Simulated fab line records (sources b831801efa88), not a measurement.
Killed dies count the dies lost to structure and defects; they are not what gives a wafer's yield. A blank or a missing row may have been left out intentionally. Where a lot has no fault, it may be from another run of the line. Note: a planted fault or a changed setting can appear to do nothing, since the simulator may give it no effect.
fab line records	flow sky130
[record] lots = 11	wafers = 33	last_day = 50
route steps=708 shown LOCAL_INTERCONNECT@399 CONTACT@429 METAL1@436 VIA1@461 VIA2@510 PAD_OPEN@708
lots that met no fault: from a run of the same line without faults
start_h: the number of hours between the record's first day and the start of the first shown wafer of the lot	wait_h: hours since the lot's step before	" same as the row above	L1.1+2: several wafers, shown together as one row	- value missing, or start not given	* or withheld: withheld	< > ~ a bound
route shown NAME@n: names a module that has steps shown in the file, with the first one's number in the route	usual: mean/standard deviation taken from wafers without a fault	same: alike in all rows	chamber/n: place in a boat	sites: the reading at each site	_std_site: the values' standard deviation	_edge_site: outer sites' mean less inner sites'	radius_mm: for every site, how far away it sits from the centre of the wafer	mask NAME#n: copy n	behind: the last tool/chamber to shape the wafer	hold: cause of the lot's hold/its duration in hours/its outcome	device: the transistor (n, p or np) that didn't switch	end of line: tests of these same wafers at the route's end	a step given without rows: its recipe and nothing more	killed: dies lost to structure and defects at the first sort, not the wafer's yield	map: shows each die of a wafer: x if killed, . if not, _ if none is there
set.NAME: the setting as run; set.NAME@STEP: as run at that earlier step	model.NAME: the simulator's own value behind a step, which no gauge read
steps of the route over a sample of lots; a table a step, a row a wafer
services: when a tool's chamber went out of use (start_h, in hours from the record's first day, below 0 if earlier), for how many hours, and the reason
[[steps]]
[step SKY_LOCAL_INTERCONNECT_OVL_MEAS_12]
[usual] LOCAL_INTERCONNECT_OVL = 1/5
lot.wafer	tool	chamber	start_h	wait_h	LOCAL_INTERCONNECT_OVL[nm]
L110.2	overlay-01	-	713.02	0.1	-3
L110.4	"	-	"	"	1
L110.5	"	-	"	"	2
L114.1	overlay-01	-	741.76	0.1	2
L114.2	"	-	"	"	0
L114.6	"	-	"	"	1
L116.1	overlay-01	-	767.66	0.1	6
L116.2	"	-	"	"	11
L116.5	"	-	"	"	6
L117.2	overlay-01	-	770.22	0.1	-1
L117.3	"	-	"	"	4
L117.6	"	-	"	"	-3
L120.4	overlay-01	-	792.07	0.1	5
L120.5	"	-	"	"	13
L120.6	"	-	"	"	3
L124.2	overlay-01	-	825.14	0.1	6
L124.5	"	-	"	"	6
L124.6	"	-	"	"	1
L127.1	overlay-01	-	835.12	0.1	-3
L127.4	"	-	"	"	6
L127.5	"	-	"	"	2
L128.1	overlay-02	-	850.97	0.1	-3
L128.5	"	-	"	"	3
L128.6	"	-	"	"	0
L129.1	overlay-01	-	860.15	0.1	8
L129.4	"	-	"	"	6
L129.5	"	-	"	"	11
L130.2	overlay-01	-	861.52	0.1	1
L130.5	"	-	"	"	6
L130.6	"	-	"	"	6
L132.3	overlay-01	-	876.61	0.1	-1
L132.4	"	-	"	"	2
L132.5	"	-	"	"	0
[step SKY_CONTACT_SPUTTER_23]
[recipe] material = TiN	target_thk_nm = 20	chamber_pressure_pa = 5	power_w = 4000	time_s = 80
[usual] chamber_pressure_pa = 5.000/0.0093	throttle_valve_pct = 29.7/0.93
lot.wafer	tool	chamber	start_h	wait_h	chamber_pressure_pa	throttle_valve_pct
L110.2	pvd_sputter-04	-	743.38	0.0	4.994	29.9
L110.4	"	-	"	"	4.993	29.9
L110.5	"	-	"	"	4.989	29.6
L114.1	pvd_sputter-02	-	770.52	0.0	5.000	28.8
L114.2	"	-	"	"	4.999	30.0
L114.6	"	-	"	"	5.011	29.1
L116.1	pvd_sputter-04	-	796.71	0.0	4.998	30.1
L116.2	"	-	"	"	4.998	29.9
L116.5	"	-	"	"	5.001	32.0
L117.2	pvd_sputter-02	-	798.46	0.0	5.011	29.7
L117.3	"	-	"	"	5.002	29.8
L117.6	"	-	"	"	4.980	28.9
L120.4	pvd_sputter-04	-	820.91	0.0	5.007	29.8
L120.5	"	-	"	"	4.973	30.1
L120.6	"	-	"	"	4.999	29.5
L124.2	pvd_sputter-02	-	853.78	0.0	4.986	30.2
L124.5	"	-	"	"	5.012	30.0
L124.6	"	-	"	"	4.997	30.1
L127.1	pvd_sputter-03	-	863.62	0.0	5.006	28.8
L127.4	"	-	"	"	4.989	30.8
L127.5	"	-	"	"	4.992	28.1
L128.1	pvd_sputter-04	-	878.98	0.0	5.013	29.8
L128.5	"	-	"	"	5.006	29.8
L128.6	"	-	"	"	5.014	30.0
L129.1	pvd_sputter-03	-	888.28	0.0	5.009	29.1
L129.4	"	-	"	"	4.989	28.9
L129.5	"	-	"	"	4.997	30.8
L130.2	pvd_sputter-04	-	890.52	0.0	4.997	29.7
L130.5	"	-	"	"	5.004	29.8
L130.6	"	-	"	"	5.011	31.8
L132.3	pvd_sputter-04	-	904.99	0.0	5.011	31.8
L132.4	"	-	"	"	5.008	29.7
L132.5	"	-	"	"	4.999	29.8
[step SKY_METAL1_SPUTTER_02]
[recipe] material = AlCu	target_thk_nm = 250	power_w = 10600	time_s = 13.3	chamber_pressure_pa = 0.4
[usual] chamber_pressure_pa = 0.4001/0.00084	throttle_valve_pct = 29.9/1.1
lot.wafer	tool	chamber	start_h	wait_h	chamber_pressure_pa	throttle_valve_pct
L110.2	pvd_sputter-01	-	744.07	0.0	0.3997	31.0
L110.4	"	-	"	"	0.4001	31.1
L110.5	"	-	"	"	0.4007	31.3
L114.1	pvd_sputter-01	-	771.21	0.0	0.4009	31.1
L114.2	"	-	"	"	0.4008	29.2
L114.6	"	-	"	"	0.4005	29.0
L116.1	pvd_sputter-03	-	797.41	0.0	0.3994	29.1
L116.2	"	-	"	"	0.3999	29.2
L116.5	"	-	"	"	0.3984	28.2
L117.2	pvd_sputter-01	-	799.28	0.0	0.4007	31.2
L117.3	"	-	"	"	0.3981	29.3
L117.6	"	-	"	"	0.4001	29.1
L120.4	pvd_sputter-01	-	821.61	0.0	0.3992	29.4
L120.5	"	-	"	"	0.4013	29.0
L120.6	"	-	"	"	0.3997	31.0
L124.2	pvd_sputter-03	-	854.47	0.0	0.4010	30.6
L124.5	"	-	"	"	0.4001	28.3
L124.6	"	-	"	"	0.4013	28.7
L127.1	pvd_sputter-04	-	864.43	0.0	0.4011	29.5
L127.4	"	-	"	"	0.4006	31.8
L127.5	"	-	"	"	0.4010	29.9
L128.1	pvd_sputter-01	-	879.79	0.0	0.4002	31.2
L128.5	"	-	"	"	0.4014	31.2
L128.6	"	-	"	"	0.4000	31.1
L129.1	pvd_sputter-01	-	888.98	0.0	0.4001	29.4
L129.4	"	-	"	"	0.4014	29.0
L129.5	"	-	"	"	0.4010	31.2
L130.2	pvd_sputter-01	-	891.21	0.0	0.4005	29.1
L130.5	"	-	"	"	0.3999	30.9
L130.6	"	-	"	"	0.3994	30.9
L132.3	pvd_sputter-01	-	905.69	0.0	0.3995	29.4
L132.4	"	-	"	"	0.3995	29.1
L132.5	"	-	"	"	0.4007	30.9
[step SKY_METAL1_RS_MEAS_05]
[recipe] thk_meas_gauge = four-point-probe	reads = TiN_of_METAL1_SPUTTER_04+Ti_of_METAL1_SPUTTER_03+AlCu_of_METAL1_SPUTTER_02+TiN_of_METAL1_SPUTTER_01+Ti_of_METAL1_SPUTTER_00
[usual] METAL1_ALCU_RS = 0.1265/0.0019
lot.wafer	tool	chamber	start_h	wait_h	METAL1_ALCU_RS[ohm/sq]
L110.2	film_metro-01	-	744.19	0.0	0.1255
L110.4	"	-	"	"	0.1290
L110.5	"	-	"	"	0.1270
L114.1	film_metro-01	-	771.31	0.0	0.1287
L114.2	"	-	"	"	0.1285
L114.6	"	-	"	"	0.1276
L116.1	film_metro-03	-	797.50	0.0	0.1296
L116.2	"	-	"	"	0.1297
L116.5	"	-	"	"	0.1280
L117.2	film_metro-03	-	799.40	0.0	0.1250
L117.3	"	-	"	"	0.4049
L117.6	"	-	"	"	0.1282
L120.4	film_metro-01	-	821.76	0.1	0.3977
L120.5	"	-	"	"	0.1288
L120.6	"	-	"	"	0.1285
L124.2	film_metro-04	-	854.59	0.0	0.1256
L124.5	"	-	"	"	0.1281
L124.6	"	-	"	"	0.1297
L127.1	film_metro-04	-	864.52	0.0	0.1246
L127.4	"	-	"	"	0.1255
L127.5	"	-	"	"	0.1253
L128.1	film_metro-03	-	879.88	0.0	0.1253
L128.5	"	-	"	"	0.1247
L128.6	"	-	"	"	0.1266
L129.1	film_metro-01	-	889.07	0.0	0.1256
L129.4	"	-	"	"	0.1271
L129.5	"	-	"	"	0.1260
L130.2	film_metro-03	-	891.33	0.0	0.1274
L130.5	"	-	"	"	0.1259
L130.6	"	-	"	"	0.1287
L132.3	film_metro-03	-	905.82	0.1	0.1269
L132.4	"	-	"	"	0.1262
L132.5	"	-	"	"	0.1284
[step SKY_METAL1_THK_MEAS_06]
[recipe] thk_meas_gauge = xrf	reads = AlCu_of_METAL1_SPUTTER_02
[usual] METAL1_ALCU_THK = 248/3.8
lot.wafer	tool	chamber	start_h	wait_h	METAL1_ALCU_THK[nm]
L110.2	film_metro-01	-	744.30	0.1	247
L110.4	"	-	"	"	245
L110.5	"	-	"	"	247
L114.1	film_metro-01	-	771.43	0.1	242
L114.2	"	-	"	"	243
L114.6	"	-	"	"	245
L116.1	film_metro-03	-	797.62	0.1	242
L116.2	"	-	"	"	241
L116.5	"	-	"	"	244
L117.2	film_metro-03	-	799.51	0.1	252
L117.3	"	-	"	"	83
L117.6	"	-	"	"	244
L120.4	film_metro-01	-	821.85	0.1	83
L120.5	"	-	"	"	244
L120.6	"	-	"	"	244
L124.2	film_metro-04	-	854.70	0.1	251
L124.5	"	-	"	"	244
L124.6	"	-	"	"	241
L127.1	film_metro-04	-	864.64	0.1	251
L127.4	"	-	"	"	250
L127.5	"	-	"	"	250
L128.1	film_metro-03	-	880.00	0.1	252
L128.5	"	-	"	"	249
L128.6	"	-	"	"	247
L129.1	film_metro-01	-	889.19	0.1	247
L129.4	"	-	"	"	247
L129.5	"	-	"	"	248
L130.2	film_metro-03	-	891.44	0.1	248
L130.5	"	-	"	"	250
L130.6	"	-	"	"	244
L132.3	film_metro-03	-	905.92	0.1	248
L132.4	"	-	"	"	248
L132.5	"	-	"	"	242
[step SKY_METAL1_CD_MEAS_15]
[recipe] target_cd_nm = 140
[usual] cd_nm = 139.7/1.3
lot.wafer	tool	chamber	start_h	wait_h	cd_nm
L110.2	cd_sem-01	-	771.06	-	141.2
L110.4	"	-	"	"	140.1
L110.5	"	-	"	"	142.8
L114.1	cd_sem-01	-	797.50	-	138.5
L114.2	"	-	"	"	138.3
L114.6	"	-	"	"	136.9
L116.1	cd_sem-02	-	824.45	-	138.6
L116.2	"	-	"	"	139.0
L116.5	"	-	"	"	139.0
L117.2	cd_sem-02	-	825.97	-	139.4
L117.3	"	-	"	"	140.8
L117.6	"	-	"	"	140.3
L120.4	cd_sem-01	-	848.36	-	140.2
L120.5	"	-	"	"	140.5
L120.6	"	-	"	"	140.8
L124.2	cd_sem-01	-	880.42	-	140.9
L124.5	"	-	"	"	141.4
L124.6	"	-	"	"	141.2
L127.1	cd_sem-01	-	890.75	-	137.8
L127.4	"	-	"	"	136.4
L127.5	"	-	"	"	138.1
L128.1	cd_sem-01	-	906.35	-	139.0
L128.5	"	-	"	"	140.4
L128.6	"	-	"	"	138.8
L129.1	cd_sem-02	-	915.80	-	141.0
L129.4	"	-	"	"	140.8
L129.5	"	-	"	"	140.7
L130.2	cd_sem-02	-	916.97	-	140.9
L130.5	"	-	"	"	141.1
L130.6	"	-	"	"	139.1
L132.3	cd_sem-01	-	931.09	-	140.5
L132.4	"	-	"	"	139.5
L132.5	"	-	"	"	138.8
[step SKY_VIA1_BOW_MEAS_03]
[recipe] mode = bow
[usual] VIA1_BOW = 81/6.6
lot.wafer	tool	chamber	start_h	wait_h	VIA1_BOW[um]
L110.2	film_metro-01	-	772.57	0.2	71
L110.4	"	-	"	"	79
L110.5	"	-	"	"	81
L114.1	film_metro-02	-	799.08	0.1	84
L114.2	"	-	"	"	90
L114.6	"	-	"	"	73
L116.1	film_metro-01	-	825.92	0.2	86
L116.2	"	-	"	"	84
L116.5	"	-	"	"	74
L117.2	film_metro-01	-	827.56	0.2	69
L117.3	"	-	"	"	89
L117.6	"	-	"	"	82
L120.4	film_metro-04	-	850.09	0.3	119
L120.5	"	-	"	"	87
L120.6	"	-	"	"	78
L124.2	film_metro-01	-	881.87	0.2	84
L124.5	"	-	"	"	91
L124.6	"	-	"	"	89
L127.1	film_metro-01	-	892.19	0.1	76
L127.4	"	-	"	"	88
L127.5	"	-	"	"	76
L128.1	film_metro-04	-	907.79	0.2	56
L128.5	"	-	"	"	72
L128.6	"	-	"	"	85
L129.1	film_metro-01	-	917.72	0.1	74
L129.4	"	-	"	"	72
L129.5	"	-	"	"	84
L130.2	film_metro-04	-	918.90	0.2	84
L130.5	"	-	"	"	75
L130.6	"	-	"	"	89
L132.3	film_metro-04	-	932.66	0.2	89
L132.4	"	-	"	"	90
L132.5	"	-	"	"	85
[step SKY_VIA2_BOW_MEAS_03]
[recipe] mode = bow
[usual] VIA2_BOW = 87/7
lot.wafer	tool	chamber	start_h	wait_h	VIA2_BOW[um]
L110.2	film_metro-04	-	828.54	0.2	78
L110.4	"	-	"	"	88
L110.5	"	-	"	"	88
L114.1	film_metro-03	-	855.02	0.1	90
L114.2	"	-	"	"	97
L114.6	"	-	"	"	80
L116.1	film_metro-03	-	881.34	0.2	93
L116.2	"	-	"	"	89
L116.5	"	-	"	"	80
L117.2	film_metro-02	-	882.93	0.3	76
L117.3	"	-	"	"	94
L117.6	"	-	"	"	90
L120.4	film_metro-04	-	905.23	0.2	121
L120.5	"	-	"	"	90
L120.6	"	-	"	"	82
L124.2	film_metro-02	-	936.63	0.1	96
L124.5	"	-	"	"	104
L124.6	"	-	"	"	104
L127.1	film_metro-04	-	946.39	0.1	80
L127.4	"	-	"	"	92
L127.5	"	-	"	"	79
L128.1	film_metro-02	-	959.81	0.2	61
L128.5	"	-	"	"	77
L128.6	"	-	"	"	92
L130.2	film_metro-03	-	970.11	0.3	95
L130.5	"	-	"	"	82
L130.6	"	-	"	"	97
L129.1	film_metro-02	-	970.41	0.1	80
L129.4	"	-	"	"	78
L129.5	"	-	"	"	89
L132.3	film_metro-03	-	984.66	0.2	95
L132.4	"	-	"	"	96
L132.5	"	-	"	"	91
[step SKY_PAD_OPEN_PROBE_99]
[usual] defect_limited_yield = 82.7/2	killed_at_M0_to_M3 = 42/6.7	killed_at_M4_up = 3.3/2.1	killed_at_contacts = 24/5.1	killed_at_front_end = 15/4.6	killed_at_other = 0.3/0.58	killed_dies = 85/9.9	killed_open = 46/6.9	killed_short = 38/7
[same] gross_dies = 492	killed_at_back_side = 0
lot.wafer	tool	chamber	start_h	wait_h	defect_limited_yield[%]	killed_at_M0_to_M3	killed_at_M4_up	killed_at_contacts	killed_at_front_end	killed_at_other	killed_dies	killed_open	killed_short
L110.2	prober-01	-	1085.20	0.1	84.6	42	1	22	11	0	76	46	30
L110.4	prober-01	-	1085.30	0.2	82.5	49	3	22	12	0	86	47	39
L110.5	prober-01	-	1085.35	0.2	82.3	53	3	21	10	0	87	46	41
L114.1	prober-01	-	1104.53	0.1	80.9	49	5	27	13	0	94	44	50
L114.2	prober-01	-	1104.58	0.1	83.3	35	1	22	23	1	82	54	28
L114.6	prober-01	-	1104.78	0.2	82.9	44	2	24	14	0	84	48	36
L116.1	prober-01	-	1125.85	0.1	81.1	37	5	30	21	0	93	56	37
L116.2	prober-01	-	1125.90	0.1	80.9	49	0	28	17	0	94	50	42
L116.5	prober-01	-	1126.05	0.2	80.7	47	8	19	21	0	95	47	47
L117.2	prober-02	-	1128.37	0.1	82.1	44	4	23	17	0	88	44	44
L117.3	prober-02	-	1128.42	0.2	81.5	39	2	29	21	0	91	50	41
L117.6	prober-02	-	1128.57	0.2	83.5	35	1	26	19	0	81	43	37
L120.4	prober-01	-	1142.25	0.2	83.1	37	6	17	22	1	83	50	32
L120.5	prober-01	-	1142.30	0.2	82.9	38	6	22	18	0	84	47	35
L120.6	prober-01	-	1142.35	0.2	85.2	31	5	28	8	1	73	39	33
L124.2	prober-01	-	1164.16	0.1	78.9	45	4	26	29	0	104	62	41
L124.5	prober-01	-	1164.31	0.2	83.3	48	2	19	13	0	82	47	35
L124.6	prober-01	-	1164.36	0.2	82.7	40	5	26	13	1	85	42	43
L127.1	prober-02	-	1175.35	0.1	82.1	43	6	21	16	2	88	41	46
L127.4	prober-02	-	1175.50	0.2	81.9	51	3	19	15	1	89	47	40
L127.5	prober-02	-	1175.55	0.2	80.1	47	8	30	13	0	98	54	43
L128.1	prober-01	-	1181.87	0.1	81.1	38	2	29	24	0	93	52	41
L128.5	prober-01	-	1182.07	0.2	82.3	47	2	26	12	0	87	54	33
L128.6	prober-01	-	1182.12	0.2	80.5	39	10	32	15	0	96	48	48
L130.2	prober-02	-	1189.80	0.1	80.7	48	2	30	15	0	95	48	47
L130.5	prober-02	-	1189.95	0.2	83.5	40	0	30	10	1	81	45	36
L130.6	prober-02	-	1190.00	0.2	84.6	37	3	21	15	0	76	46	30
L129.1	prober-01	-	1192.07	0.1	81.7	52	4	21	13	0	90	48	41
L129.4	prober-01	-	1192.22	0.2	84.8	40	0	23	12	0	75	45	28
L129.5	prober-01	-	1192.27	0.2	86.4	36	2	19	10	0	67	33	34
L132.3	prober-01	-	1201.07	0.2	84.8	36	5	18	16	0	75	40	35
L132.4	prober-01	-	1201.12	0.2	82.5	45	2	24	14	1	86	39	47
L132.5	prober-01	-	1201.17	0.2	85.6	34	3	14	20	0	71	44	26
// killed by level:class
L110.2 VIA1:geometric_particle:open=16 CONTACT:geometric_particle:open=7 VIA2:geometric_particle:open=7 LI_CONTACT:geometric_particle:open=5 METAL1:geometric_particle:short=5 FIELD_ISO:geometric_particle:open=4 LI_CONTACT:geometric_particle:short=4 CONTACT:geometric_particle:short=4
L110.4 VIA1:geometric_particle:open=11 VIA2:geometric_particle:open=10 CONTACT:geometric_particle:open=8 METAL2:geometric_particle:short=7 LI_CONTACT:geometric_particle:open=4 LOCAL_INTERCONNECT:geometric_particle:short=4 CONTACT:geometric_particle:short=4 METAL1:geometric_particle:short=4
L110.5 VIA1:geometric_particle:open=13 LI_CONTACT:geometric_particle:open=7 METAL2:geometric_particle:short=7 VIA3:geometric_particle:open=7 VIA2:geometric_particle:open=6 VIA1:geometric_particle:short=5 CONTACT:geometric_particle:open=5 CONTACT:geometric_particle:short=5
L114.1 VIA1:geometric_particle:open=11 CONTACT:geometric_particle:short=8 VIA3:geometric_particle:open=7 VIA2:geometric_particle:open=7 LI_CONTACT:geometric_particle:open=6 METAL2:geometric_particle:short=6 FIELD_ISO:geometric_particle:short=5 CONTACT:geometric_particle:open=5
L114.2 CONTACT:geometric_particle:open=12 VIA1:geometric_particle:open=11 POLY_GATE:geometric_particle:short=6 VIA3:geometric_particle:open=6 FIELD_ISO:geometric_particle:open=5 POLY_GATE:geometric_particle:open=5 LI_CONTACT:geometric_particle:open=5 VIA2:geometric_particle:open=5
L114.6 CONTACT:geometric_particle:open=8 VIA1:geometric_particle:open=8 VIA3:geometric_particle:open=8 METAL1:geometric_particle:short=7 LI_CONTACT:geometric_particle:open=6 VIA2:geometric_particle:open=6 METAL2:geometric_particle:short=6 FIELD_ISO:geometric_particle:open=5
L116.1 CONTACT:geometric_particle:open=12 VIA1:geometric_particle:open=11 FIELD_ISO:geometric_particle:open=9 LI_CONTACT:geometric_particle:open=8 POLY_GATE:geometric_particle:short=6 METAL2:geometric_particle:short=6 VIA3:geometric_particle:open=6 VIA2:geometric_particle:open=5
L116.2 CONTACT:geometric_particle:open=11 VIA2:geometric_particle:open=11 FIELD_ISO:geometric_particle:open=7 VIA1:geometric_particle:open=7 VIA1:geometric_particle:short=7 VIA3:geometric_particle:open=6 LOCAL_INTERCONNECT:geometric_particle:short=5 POLY_GATE:geometric_particle:short=4
L116.5 VIA3:geometric_particle:open=9 VIA1:geometric_particle:open=8 POLY_GATE:geometric_particle:open=8 METAL1:geometric_particle:short=7 FIELD_ISO:geometric_particle:open=6 FIELD_ISO:geometric_particle:short=5 METAL4:geometric_particle:short=5 LOCAL_INTERCONNECT:geometric_particle:short=5
L117.2 VIA1:geometric_particle:open=11 CONTACT:geometric_particle:open=8 FIELD_ISO:geometric_particle:short=7 METAL1:geometric_particle:short=7 FIELD_ISO:geometric_particle:open=6 VIA2:geometric_particle:open=6 CONTACT:geometric_particle:short=5 METAL3:geometric_particle:short=5
L117.3 VIA1:geometric_particle:open=11 LI_CONTACT:geometric_particle:open=9 FIELD_ISO:geometric_particle:open=7 CONTACT:geometric_particle:open=7 VIA1:geometric_particle:short=6 CONTACT:geometric_particle:short=6 VIA2:geometric_particle:open=6 METAL1:geometric_particle:short=5
L117.6 VIA1:geometric_particle:open=11 LI_CONTACT:geometric_particle:open=7 CONTACT:geometric_particle:open=6 FIELD_ISO:geometric_particle:open=5 LOCAL_INTERCONNECT:geometric_particle:short=5 METAL1:geometric_particle:short=5 FIELD_ISO:geometric_particle:short=4 POLY_GATE:geometric_particle:open=3
L120.4 VIA3:geometric_particle:open=9 VIA1:geometric_particle:open=7 POLY_GATE:geometric_particle:open=6 LI_CONTACT:geometric_particle:open=6 FIELD_ISO:geometric_particle:open=5 CONTACT:geometric_particle:open=5 METAL1:geometric_particle:short=4 METAL2:geometric_particle:short=4
L120.5 VIA1:geometric_particle:open=11 CONTACT:geometric_particle:open=9 LI_CONTACT:geometric_particle:open=7 VIA2:geometric_particle:open=5 VIA3:geometric_particle:open=5 METAL4:geometric_particle:short=5 FIELD_ISO:geometric_particle:open=4 FIELD_ISO:geometric_particle:short=4
L120.6 CONTACT:geometric_particle:open=10 VIA3:geometric_particle:open=7 CONTACT:geometric_particle:short=6 LI_CONTACT:geometric_particle:short=5 LI_CONTACT:geometric_particle:open=5 VIA1:geometric_particle:open=5 VIA3:geometric_particle:short=5 POLY_GATE:geometric_particle:open=3
L124.2 LI_CONTACT:geometric_particle:open=11 FIELD_ISO:geometric_particle:short=10 VIA3:geometric_particle:open=9 VIA2:geometric_particle:open=9 CONTACT:geometric_particle:open=8 VIA1:geometric_particle:open=7 CONTACT:geometric_particle:short=5 POLY_GATE:geometric_particle:short=4
L124.5 CONTACT:geometric_particle:open=9 VIA1:geometric_particle:open=9 VIA2:geometric_particle:open=9 VIA2:geometric_particle:short=7 VIA3:geometric_particle:open=7 METAL2:geometric_particle:short=5 LOCAL_INTERCONNECT:geometric_particle:short=4 FIELD_ISO:geometric_particle:short=3
L124.6 LI_CONTACT:geometric_particle:open=12 METAL2:geometric_particle:short=9 CONTACT:geometric_particle:open=6 CONTACT:geometric_particle:short=5 VIA3:geometric_particle:open=4 VIA1:geometric_particle:short=4 VIA1:geometric_particle:open=4 VIA2:geometric_particle:open=4
L127.1 VIA1:geometric_particle:open=10 LI_CONTACT:geometric_particle:open=8 METAL2:geometric_particle:short=6 METAL1:geometric_particle:short=6 VIA3:geometric_particle:short=5 VIA3:geometric_particle:open=5 FIELD_ISO:geometric_particle:open=4 LOCAL_INTERCONNECT:geometric_particle:short=4
L127.4 VIA1:geometric_particle:open=13 CONTACT:geometric_particle:open=8 VIA3:geometric_particle:open=8 FIELD_ISO:geometric_particle:short=7 METAL1:geometric_particle:short=6 VIA2:geometric_particle:open=5 METAL3:geometric_particle:short=5 FIELD_ISO:geometric_particle:open=4
L127.5 VIA1:geometric_particle:open=15 CONTACT:geometric_particle:open=12 LI_CONTACT:geometric_particle:open=8 METAL2:geometric_particle:short=7 CONTACT:geometric_particle:short=6 METAL4:geometric_particle:short=6 VIA2:geometric_particle:open=5 POLY_GATE:geometric_particle:open=4
L128.1 CONTACT:geometric_particle:open=9 VIA1:geometric_particle:open=9 LI_CONTACT:geometric_particle:open=7 CONTACT:geometric_particle:short=7 POLY_GATE:geometric_particle:open=6 FIELD_ISO:geometric_particle:short=5 VIA2:geometric_particle:open=5 METAL1:geometric_particle:short=5
L128.5 VIA1:geometric_particle:open=14 CONTACT:geometric_particle:open=13 METAL1:geometric_particle:short=7 VIA2:geometric_particle:short=6 LI_CONTACT:geometric_particle:open=5 VIA2:geometric_particle:open=5 FIELD_ISO:geometric_particle:open=4 POLY_GATE:geometric_particle:open=4
L128.6 CONTACT:geometric_particle:open=14 VIA1:geometric_particle:open=10 METAL4:geometric_particle:short=9 LI_CONTACT:geometric_particle:open=7 VIA2:geometric_particle:open=7 METAL2:geometric_particle:short=6 FIELD_ISO:geometric_particle:short=4 LOCAL_INTERCONNECT:geometric_particle:short=4
L130.2 VIA1:geometric_particle:open=12 CONTACT:geometric_particle:open=10 LI_CONTACT:geometric_particle:open=9 METAL2:geometric_particle:short=8 LOCAL_INTERCONNECT:geometric_particle:short=7 METAL1:geometric_particle:short=6 VIA1:geometric_particle:short=6 VIA3:geometric_particle:open=5
L130.5 VIA1:geometric_particle:open=13 CONTACT:geometric_particle:open=10 CONTACT:geometric_particle:short=10 VIA2:geometric_particle:open=7 LI_CONTACT:geometric_particle:open=6 METAL2:geometric_particle:short=5 METAL1:geometric_particle:short=3 METAL3:geometric_particle:short=3
L130.6 CONTACT:geometric_particle:open=10 VIA2:geometric_particle:open=9 VIA1:geometric_particle:open=7 FIELD_ISO:geometric_particle:open=5 CONTACT:geometric_particle:short=5 VIA1:geometric_particle:short=5 FIELD_ISO:geometric_particle:short=4 VIA2:geometric_particle:short=4
L129.1 VIA1:geometric_particle:open=11 CONTACT:geometric_particle:open=10 METAL3:geometric_particle:short=7 METAL1:geometric_particle:short=7 VIA3:geometric_particle:open=6 LOCAL_INTERCONNECT:geometric_particle:short=5 METAL2:geometric_particle:short=5 FIELD_ISO:geometric_particle:open=4
L129.4 LI_CONTACT:geometric_particle:open=9 VIA3:geometric_particle:open=9 LI_CONTACT:geometric_particle:short=6 CONTACT:geometric_particle:open=6 VIA1:geometric_particle:open=6 VIA2:geometric_particle:open=5 METAL1:geometric_particle:short=4 VIA1:geometric_particle:short=4
L129.5 VIA1:geometric_particle:open=8 LI_CONTACT:geometric_particle:open=6 METAL1:geometric_particle:short=6 FIELD_ISO:geometric_particle:short=5 METAL2:geometric_particle:short=5 VIA2:geometric_particle:open=5 CONTACT:geometric_particle:short=4 LI_CONTACT:geometric_particle:short=3
L132.3 METAL1:geometric_particle:short=8 LI_CONTACT:geometric_particle:open=7 VIA2:geometric_particle:open=7 VIA1:geometric_particle:open=6 FIELD_ISO:geometric_particle:open=5 LOCAL_INTERCONNECT:geometric_particle:short=4 METAL2:geometric_particle:short=4 POLY_GATE:geometric_particle:open=3
L132.4 VIA1:geometric_particle:open=10 VIA3:geometric_particle:open=8 CONTACT:geometric_particle:open=6 METAL1:geometric_particle:short=6 METAL2:geometric_particle:short=6 POLY_GATE:geometric_particle:short=5 LOCAL_INTERCONNECT:geometric_particle:short=5 POLY_GATE:geometric_particle:open=4
L132.5 VIA1:geometric_particle:open=9 POLY_GATE:geometric_particle:open=7 LI_CONTACT:geometric_particle:open=7 METAL1:geometric_particle:short=7 METAL2:geometric_particle:short=6 CONTACT:geometric_particle:open=5 FIELD_ISO:geometric_particle:open=4 POLY_GATE:geometric_particle:short=3
[[services]]
tool	chamber	start_h	hours	kind
pvd_sputter-01	-	729.82	0.6	repair
pvd_sputter-02	-	752.66	2.0	repair
pvd_sputter-03	-	817.99	0.8	repair
pvd_sputter-04	3	832.59	-	consumable_replace:kit
pvd_sputter-04	3	832.59	18.0	scheduled_down
pvd_sputter-04	3	832.59	18.0	vent_cycle
pvd_sputter-01	-	848.94	5.2	repair
pvd_sputter-03	0	853.16	-	consumable_replace:kit
pvd_sputter-03	0	853.16	18.0	scheduled_down
pvd_sputter-03	0	853.16	18.0	vent_cycle
pvd_sputter-03	-	878.04	2.4	repair
pvd_sputter-02	0	882.54	-	consumable_replace:kit
pvd_sputter-02	0	882.54	18.0	scheduled_down
pvd_sputter-02	0	882.54	18.0	vent_cycle
pvd_sputter-04	-	886.75	3.0	repair
[[key]]
[first_sign] step = SKY_METAL1_RS_MEAS_05	reading = METAL1_ALCU_RS	direction = up	sigmas = 99+	usual = 0.1265	struck = 0.4013
[effect] step = SKY_METAL1_THK_MEAS_06	reading = METAL1_ALCU_THK	direction = down	sigmas = 43	usual = 248	struck = 83
[effect] step = SKY_VIA1_BOW_MEAS_03	reading = VIA1_BOW	direction = up	sigmas = 3.6	usual = 81	struck = 104
[effect] step = SKY_VIA2_BOW_MEAS_03	reading = VIA2_BOW	direction = up	sigmas = 2.9	usual = 87	struck = 107
met_at SKY_METAL1_SPUTTER_02
struck_lots L117,L120
struck_wafers L117.3,L120.4
not_acting_at SKY_LOCAL_INTERCONNECT_OVL_MEAS_12,SKY_CONTACT_SPUTTER_23,SKY_METAL1_CD_MEAS_15
onset_between 771.21 799.28
[fault] kind = process_parameter_drift	tool = pvd_sputter-01	chamber = -	onset_h = 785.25	steps = SKY_METAL1_SPUTTER_02	channel = target_thk_nm	offset = -161.9	shape = step	end_h = 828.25	scope = struck_wafers_only	acts_in = these_recipes_only	stated = 250
